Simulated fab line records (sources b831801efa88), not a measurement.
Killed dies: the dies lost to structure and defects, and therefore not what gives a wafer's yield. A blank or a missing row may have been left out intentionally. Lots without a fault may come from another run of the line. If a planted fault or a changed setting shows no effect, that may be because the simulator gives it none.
fab line records	flow sky130
[record] lots = 13	wafers = 36	last-day = 50
route steps=708 shown FIELD_ISO@24 NWELL@34 PAD_OPEN@708
lots with no fault: from the same line, run without faults
start-h: start of the lot's first displayed wafer, in hours after the record's first day	wait-h: time in hours since the lot's previous step	" repeats the value in the row above	L1.1+2: a single row standing in for several wafers	- no value present, or no start provided	* or withheld: withheld	< > ~ a bound
route shown NAME@n: NAME is a module with steps in the file, n the number in the route of the first one	usual: mean and standard deviation over wafers with no fault	same: alike in all rows	chamber/n: place in a boat	sites: the reading at each site	_std_site: the standard deviation of these	_edge_site: the outer-site mean with the inner-site mean subtracted	radius-mm: how far each site lies from the wafer's centre	mask NAME#n: copy n	behind: the most recent tool/chamber to have shaped the wafer	hold: why the lot was held/for how many hours/how that ended	device: the n, p or np transistor that did not switch	end of line: tests of these same wafers at the route's end	a step without rows: its recipe alone	killed: not the wafer's yield, but the dies lost to structure and defects at the first sort	map: dies across one wafer; x = killed, . = not, _ = none there
set.NAME: the setting as run; set.NAME@STEP: as run at that earlier step	model.NAME: the simulator's own value behind a step, which no gauge read
a sample of lots followed through the steps of the route, with each step as a table and each wafer as a row
services: when a tool's chamber went out of use (start-h, in hours from the record's first day, below 0 if earlier), for how many hours, and the reason
[[steps]]
[step SKY_FIELD_ISO_THK_MEAS_23]
[recipe] reads = SiO2_of_FIELD_ISO_OXIDATION_22
[usual] FIELD_ISO_OXIDATION_01_THK = 9.99/0.18
lot.wafer	tool	chamber	start-h	wait-h	FIELD_ISO_OXIDATION_01_THK[nm]
L116.3	film-metro-04	-	35.30	0.0	10.20
L116.5	"	-	"	"	10.05
L116.6	"	-	"	"	10.25
L117.1	film-metro-02	-	43.99	0.0	9.92
L117.2	"	-	"	"	10.13
L117.6	"	-	"	"	10.09
L118.2	film-metro-02	-	46.86	0.0	9.90
L118.4	"	-	"	"	10.17
L118.6	"	-	"	"	9.85
L119.3	film-metro-02	-	53.33	0.0	10.14
L119.4	"	-	"	"	10.11
L119.6	"	-	"	"	9.92
L121.1	film-metro-04	-	64.22	0.0	9.75
L121.3	"	-	"	"	9.60
L121.6	"	-	"	"	9.66
L122.1	film-metro-02	-	66.79	0.0	9.87
L122.4	"	-	"	"	9.88
L122.5	"	-	"	"	10.00
L125.1	film-metro-02	-	83.70	0.0	9.78
L125.5	"	-	"	"	10.02
L126.4	film-metro-02	-	89.50	0.0	9.78
L126.6	"	-	"	"	9.79
L127.1	film-metro-02	-	93.69	0.0	9.97
L127.4	"	-	"	"	9.98
L127.6	"	-	"	"	9.90
L128.1	film-metro-02	-	98.06	0.0	10.02
L128.6	"	-	"	"	10.09
L135.3	film-metro-01	-	135.69	0.0	10.02
L135.4	"	-	"	"	9.89
L135.6	"	-	"	"	10.01
L136.1	film-metro-04	-	141.03	0.0	10.17
L136.5	"	-	"	"	10.00
L136.6	"	-	"	"	10.04
L138.1	film-metro-02	-	150.72	0.0	10.14
L138.4	"	-	"	"	9.78
L138.5	"	-	"	"	9.82
[step SKY_FIELD_ISO_CVD_24]
[recipe] material = SiO2	target-thk-nm = 595	temp-c = 650	sigma-open-frac = 0.3	time-s = 99.2	sih4-flow-sccm = 60	pressure-mtorr = 6
lot.wafer	tool	chamber	start-h	wait-h
L116.3+5+6	hdpcvd-01	0,2,1	35.34	0.0
L117.1+2+6	hdpcvd-01	2,1,0	44.05	0.1
L118.2+4+6	hdpcvd-02	0,2,0	46.91	0.0
L119.3+4+6	hdpcvd-02	1,0,1	53.37	0.0
L121.1+3+6	hdpcvd-02	0,1,0	64.28	0.1
L122.1+4+5	hdpcvd-01	2,1,0	66.85	0.1
L125.1+5	hdpcvd-01	0	83.76	0.1
L126.4+6	hdpcvd-01	2,0	89.56	0.1
L127.1+4+6	hdpcvd-02	0,1,0	93.75	0.1
L128.1+6	hdpcvd-01	2	98.12	0.1
L135.3+4+6	hdpcvd-02	2,0,2	135.73	0.0
L136.1+5+6	hdpcvd-02	0,0,2	141.09	0.1
L138.1+4+5	hdpcvd-02	2,1,2	150.78	0.1
[step SKY_FIELD_ISO_THK_MEAS_25]
[recipe] reads = SiO2_of_FIELD_ISO_CVD_24
[usual] FIELD_ISO_CVD_24_THK = 594/5.4
lot.wafer	tool	chamber	start-h	wait-h	FIELD_ISO_CVD_24_THK[nm]
L116.3	film-metro-01	-	35.43	0.1	594
L116.5	"	-	"	"	595
L116.6	"	-	"	"	592
L117.1	film-metro-04	-	44.12	0.0	595
L117.2	"	-	"	"	587
L117.6	"	-	"	"	593
L118.2	film-metro-04	-	46.99	0.0	596
L118.4	"	-	"	"	597
L118.6	"	-	"	"	588
L119.3	film-metro-01	-	53.46	0.1	594
L119.4	"	-	"	"	596
L119.6	"	-	"	"	591
L121.1	film-metro-02	-	64.35	0.0	598
L121.3	"	-	"	"	590
L121.6	"	-	"	"	604
L122.1	film-metro-01	-	66.92	0.0	599
L122.4	"	-	"	"	591
L122.5	"	-	"	"	601
L125.1	film-metro-04	-	83.83	0.0	252
L125.5	"	-	"	"	603
L126.4	film-metro-01	-	89.63	0.0	247
L126.6	"	-	"	"	589
L127.1	film-metro-04	-	93.82	0.0	595
L127.4	"	-	"	"	596
L127.6	"	-	"	"	602
L128.1	film-metro-04	-	98.19	0.0	248
L128.6	"	-	"	"	596
L135.3	film-metro-04	-	135.83	0.1	597
L135.4	"	-	"	"	598
L135.6	"	-	"	"	590
L136.1	film-metro-01	-	141.16	0.0	596
L136.5	"	-	"	"	595
L136.6	"	-	"	"	593
L138.1	film-metro-01	-	150.86	0.0	588
L138.4	"	-	"	"	587
L138.5	"	-	"	"	593
[step SKY_FIELD_ISO_CMP_27]
[recipe] stop-on = Si3N4	t-overpolish-s = 16	down-force-psi = 4	platen-rpm = 60	target-thk-nm = 457.8	pad-velocity-m-s = 0.94248
[usual] motor-current-A = 11.9/1.1	slurry-flow-ml-min = 150.0/0.47	time-to-endpoint-s = 112/5.3
lot.wafer	tool	chamber	start-h	wait-h	motor-current-A	slurry-flow-ml-min	time-to-endpoint-s
L116.3	cmp-01	2	37.80	0.1	12.5	149.5	119
L116.5	"	3	"	"	9.8	150.0	118
L116.6	"	0	"	"	12.6	150.1	115
L117.1	cmp-01	2	45.68	0.0	13.0	150.3	117
L117.2	"	1	"	"	11.7	149.8	115
L117.6	"	2	"	"	13.2	150.8	118
L118.4	cmp-01	0	51.11	0.0	12.8	150.7	115
L118.2	"	2	"	"	12.6	150.2	118
L118.6	"	1	"	"	11.8	149.9	113
L119.4	cmp-02	3	57.72	0.0	11.4	150.3	113
L119.3	"	2	"	"	12.8	150.3	116
L119.6	"	0	"	"	12.9	149.7	118
L121.1	cmp-02	1	66.75	0.2	13.1	150.9	117
L121.3	"	2	"	"	12.2	150.8	121
L121.6	"	1	"	"	12.7	150.1	124
L122.4	cmp-01	0	69.92	0.1	12.4	149.1	114
L122.1	"	1	"	"	10.7	150.2	114
L122.5	"	2	"	"	12.8	150.4	115
L125.1	cmp-01	0	85.49	0.1	12.6	150.4	46
L125.5	"	3	"	"	10.1	150.2	111
L126.4	cmp-01	3	92.03	0.1	10.6	149.0	45
L126.6	"	1	"	"	11.2	150.6	105
L127.4	cmp-01	1	95.38	0.0	11.3	150.6	105
L127.1	"	3	"	"	9.5	150.1	105
L127.6	"	2	"	"	12.3	150.1	106
L128.1	cmp-01	3	99.80	0.1	10.0	149.9	45
L128.6	"	3	"	"	10.4	150.7	112
L135.3	cmp-01	3	138.67	0.1	10.0	149.6	111
L135.4	"	0	"	"	12.7	150.1	110
L135.6	"	2	"	"	12.7	149.4	111
L136.1	cmp-01	1	142.82	0.1	11.5	149.1	113
L136.5	"	3	"	"	10.2	150.7	117
L136.6	"	0	"	"	12.4	149.5	112
L138.4	cmp-01	2	152.47	0.1	12.7	150.0	108
L138.1	"	3	"	"	10.1	150.1	110
L138.5	"	2	"	"	12.8	150.3	112
[step SKY_NWELL_THK_MEAS_02]
[recipe] reads = SiO2_of_NWELL_OXIDATION_01
[usual] NWELL_OXIDATION_THK = 10.01/0.22
lot.wafer	tool	chamber	start-h	wait-h	NWELL_OXIDATION_THK[nm]
L116.3	film-metro-04	-	40.05	0.0	9.89
L116.5	"	-	"	"	9.95
L116.6	"	-	"	"	9.91
L117.1	film-metro-03	-	52.14	0.0	9.71
L117.2	"	-	"	"	9.92
L117.6	"	-	"	"	9.88
L118.2	film-metro-03	-	56.23	0.0	9.93
L118.4	"	-	"	"	10.06
L118.6	"	-	"	"	9.80
L119.3	film-metro-03	-	61.53	0.0	10.04
L119.4	"	-	"	"	9.96
L119.6	"	-	"	"	9.88
L121.1	film-metro-03	-	70.75	0.0	10.48
L121.3	"	-	"	"	10.48
L121.6	"	-	"	"	10.42
L122.1	film-metro-03	-	73.65	0.0	10.18
L122.4	"	-	"	"	10.08
L122.5	"	-	"	"	10.20
L125.5	film-metro-04	-	88.34	0.0	10.02
L126.6	film-metro-03	-	94.78	0.1	10.23
L127.1	film-metro-04	-	97.68	0.0	10.23
L127.4	"	-	"	"	10.31
L127.6	"	-	"	"	10.19
L128.6	film-metro-02	-	102.45	0.1	10.08
L135.3	film-metro-02	-	140.92	0.0	10.16
L135.4	"	-	"	"	10.07
L135.6	"	-	"	"	9.98
L136.1	film-metro-03	-	145.92	0.0	9.69
L136.5	"	-	"	"	9.80
L136.6	"	-	"	"	9.81
L138.1	film-metro-03	-	155.87	0.0	9.95
L138.4	"	-	"	"	9.91
L138.5	"	-	"	"	9.80
[step SKY_NWELL_OVL_MEAS_10]
[usual] NWELL_00_OVL = 0.0/1.8
lot.wafer	tool	chamber	start-h	wait-h	NWELL_00_OVL[nm]
L116.3	overlay-01	-	88.70	-	-0.1
L116.5	"	-	"	"	-1.8
L116.6	"	-	"	"	-2.6
L117.1	overlay-01	-	101.77	-	-1.1
L117.2	"	-	"	"	-2.5
L117.6	"	-	"	"	-0.6
L118.2	overlay-02	-	106.10	-	-0.9
L118.4	"	-	"	"	-0.5
L118.6	"	-	"	"	-0.7
L119.3	overlay-02	-	113.51	-	2.8
L119.4	"	-	"	"	1.3
L119.6	"	-	"	"	3.0
L121.1	overlay-02	-	122.80	-	-0.3
L121.3	"	-	"	"	0.5
L121.6	"	-	"	"	1.1
L122.1	overlay-02	-	126.59	-	2.1
L122.4	"	-	"	"	1.2
L122.5	"	-	"	"	0.4
L125.5	overlay-02	-	143.81	-	-0.4
L126.6	overlay-01	-	152.38	-	-1.5
L127.1	overlay-01	-	155.37	-	-0.1
L127.4	"	-	"	"	-1.6
L127.6	"	-	"	"	-3.1
L128.6	overlay-01	-	159.37	-	1.9
L135.3	overlay-02	-	203.33	-	-1.1
L135.4	"	-	"	"	-1.0
L135.6	"	-	"	"	-1.4
L136.1	overlay-02	-	209.07	-	0.0
L136.5	"	-	"	"	1.6
L136.6	"	-	"	"	0.5
L138.1	overlay-02	-	219.10	-	1.0
L138.4	"	-	"	"	1.7
L138.5	"	-	"	"	-0.1
[step SKY_PAD_OPEN_PROBE_99]
[usual] killed_at_M0_to_M3 = 43/6.5	killed_at_M4_up = 3.5/1.9	killed-at-contacts = 24/5.4	killed-at-front-end = 16/4.8	killed-at-other = 0.4/0.64	killed-dies = 87/9.4	killed-on-rim = 18/4.1	killed-open = 47/7	killed-short = 40/6.3
[same] gross-dies = 492	killed-at-back-side = 0
lot.wafer	tool	chamber	start-h	wait-h	killed_at_M0_to_M3	killed_at_M4_up	killed-at-contacts	killed-at-front-end	killed-at-other	killed-dies	killed-on-rim	killed-open	killed-short
L118.2	prober-02	-	1094.92	0.1	45	1	28	22	1	97	15	52	45
L118.4	prober-02	-	1095.02	0.2	42	1	31	24	0	98	19	54	43
L118.6	prober-02	-	1095.12	0.2	41	0	25	21	0	87	21	45	42
L126.4	prober-01	-	1141.96	0.2	35	6	36	415	0	492	96	58	30
L126.6	prober-01	-	1142.06	0.2	39	2	31	12	1	85	20	48	36
L125.1	prober-01	-	1143.31	0.1	45	3	27	416	1	492	96	38	47
L125.5	prober-01	-	1143.51	0.2	42	4	26	15	0	87	21	49	37
L127.1	prober-02	-	1144.61	0.1	38	4	20	11	1	74	17	44	29
L128.1	prober-01	-	1149.16	0.1	44	0	22	426	0	492	96	51	34
L128.6	prober-01	-	1149.41	0.2	48	3	26	15	0	92	14	48	44
// killed by level:class
L118.2 VIA3:geometric-particle:open=11 LI_CONTACT:geometric-particle:open=8 VIA1:geometric-particle:open=8 CONTACT:geometric-particle:open=7 METAL1:geometric-particle:short=7 FIELD_ISO:geometric-particle:open=6 CONTACT:geometric-particle:short=6 LOCAL_INTERCONNECT:geometric-particle:short=5
L118.4 LI_CONTACT:geometric-particle:open=12 CONTACT:geometric-particle:open=12 METAL2:geometric-particle:short=9 POLY_GATE:geometric-particle:short=8 VIA2:geometric-particle:short=7 VIA2:geometric-particle:open=6 FIELD_ISO:geometric-particle:open=5 VIA1:geometric-particle:open=5
L118.6 LI_CONTACT:geometric-particle:open=9 CONTACT:geometric-particle:short=8 POLY_GATE:geometric-particle:short=6 METAL2:geometric-particle:short=6 VIA2:geometric-particle:open=6 FIELD_ISO:geometric-particle:short=5 POLY_GATE:geometric-particle:open=5 VIA1:geometric-particle:open=5
L126.4 FIELD_ISO:area-cvd=403 CONTACT:geometric-particle:open=18 VIA1:geometric-particle:open=10 LI_CONTACT:geometric-particle:open=7 POLY_GATE:geometric-particle:short=6 LOCAL_INTERCONNECT:geometric-particle:short=5 METAL1:geometric-particle:short=5 METAL2:geometric-particle:short=5
L126.6 VIA1:geometric-particle:open=10 LI_CONTACT:geometric-particle:open=8 LOCAL_INTERCONNECT:geometric-particle:short=8 CONTACT:geometric-particle:open=7 VIA3:geometric-particle:open=6 VIA1:geometric-particle:short=5 FIELD_ISO:geometric-particle:short=4 FIELD_ISO:geometric-particle:open=4
L125.1 FIELD_ISO:area-cvd=406 VIA1:geometric-particle:open=9 VIA2:geometric-particle:open=8 LOCAL_INTERCONNECT:geometric-particle:short=8 FIELD_ISO:geometric-particle:short=6 CONTACT:geometric-particle:open=6 VIA3:geometric-particle:open=6 LI_CONTACT:geometric-particle:open=5
L125.5 LI_CONTACT:geometric-particle:open=9 VIA2:geometric-particle:open=8 VIA1:geometric-particle:open=8 CONTACT:geometric-particle:open=7 METAL2:geometric-particle:short=6 CONTACT:geometric-particle:short=5 VIA3:geometric-particle:open=5 FIELD_ISO:geometric-particle:open=4
L127.1 VIA1:geometric-particle:open=13 CONTACT:geometric-particle:open=9 VIA3:geometric-particle:open=6 METAL1:geometric-particle:short=5 CONTACT:geometric-particle:short=5 POLY_GATE:geometric-particle:open=4 POLY_GATE:geometric-particle:short=4 LI_CONTACT:geometric-particle:open=4
L128.1 FIELD_ISO:area-cvd=407 VIA1:geometric-particle:open=12 CONTACT:geometric-particle:open=8 VIA3:geometric-particle:open=7 METAL1:geometric-particle:short=6 LI_CONTACT:geometric-particle:open=5 VIA2:geometric-particle:open=5 FIELD_ISO:geometric-particle:open=4
L128.6 METAL1:geometric-particle:short=11 VIA1:geometric-particle:open=11 CONTACT:geometric-particle:open=10 METAL2:geometric-particle:short=6 VIA2:geometric-particle:open=6 FIELD_ISO:geometric-particle:short=4 POLY_GATE:geometric-particle:open=4 LI_CONTACT:geometric-particle:open=4
[[services]]
tool	chamber	start-h	hours	kind
hdpcvd-01	-	45.66	6.0	pm
hdpcvd-02	-	53.99	0.2	repair
cmp-01	-	60.48	5.3	pm
cmp-01	-	65.76	4.0	pm
cmp-02	-	66.39	0.3	repair
hdpcvd-02	-	66.75	15.0	pm
hdpcvd-02	0	66.75	15.0	vent-cycle
hdpcvd-02	1	66.75	15.0	vent-cycle
hdpcvd-02	2	66.75	15.0	vent-cycle
cmp-01	-	69.76	-	consumable-replace:conditioner
cmp-01	-	69.76	-	consumable-replace:pad
hdpcvd-02	-	81.75	2.8	pm
hdpcvd-02	0	81.75	-	clean
hdpcvd-02	1	81.75	-	clean
hdpcvd-02	2	81.75	-	clean
hdpcvd-02	-	84.50	5.5	pm
cmp-01	-	95.98	3.1	repair
hdpcvd-01	-	107.71	2.8	pm
cmp-01	-	112.04	8.6	pm
cmp-01	-	128.24	2.6	repair
[[key]]
[first-sign] step = SKY_FIELD_ISO_THK_MEAS_25	reading = FIELD_ISO_CVD_24_THK	direction = down	sigmas = 63	usual = 594	struck = 249
[effect] step = SKY_FIELD_ISO_CMP_27	reading = time-to-endpoint-s	direction = down	sigmas = 13	usual = *	struck = *
[effect] step = SKY_PAD_OPEN_PROBE_99	reading = killed-at-front-end	direction = up	sigmas = 85	usual = 16	struck = 419
[more-kills-born-at] SKY_FIELD_ISO_CVD_24@hdpcvd-01 = 1216
met-at SKY_FIELD_ISO_CVD_24
struck-lots L125,L126,L128
struck-wafers L125.1,L126.4,L128.1
later-rows-left-out L125.1,L126.4,L128.1
tester-left-out L125,L126,L128
not-acting-at SKY_FIELD_ISO_THK_MEAS_23,SKY_NWELL_THK_MEAS_02,SKY_NWELL_OVL_MEAS_10
onset-between 66.85 83.76
[fault] kind = process-parameter-drift	tool = hdpcvd-01	chamber = -	onset-h = 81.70	steps = SKY_FIELD_ISO_CVD_24	channel = target-thk-nm	offset = -348.83	shape = step	end-h = 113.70	scope = struck-wafers-only	acts-in = these-recipes-only	stated = 595
// tester-left-out: of these lots the tester's yield and bins aren't shown, on N5 and GAA mostly nor the transistor test; their killed dies are dies lost to structure and defects alone, not to doping, threshold or leakage, so they don't give the yield
// later-rows-left-out: the simulator's readings of these wafers behind a module that went badly wrong aren't trusted and aren't shown, but for the sort
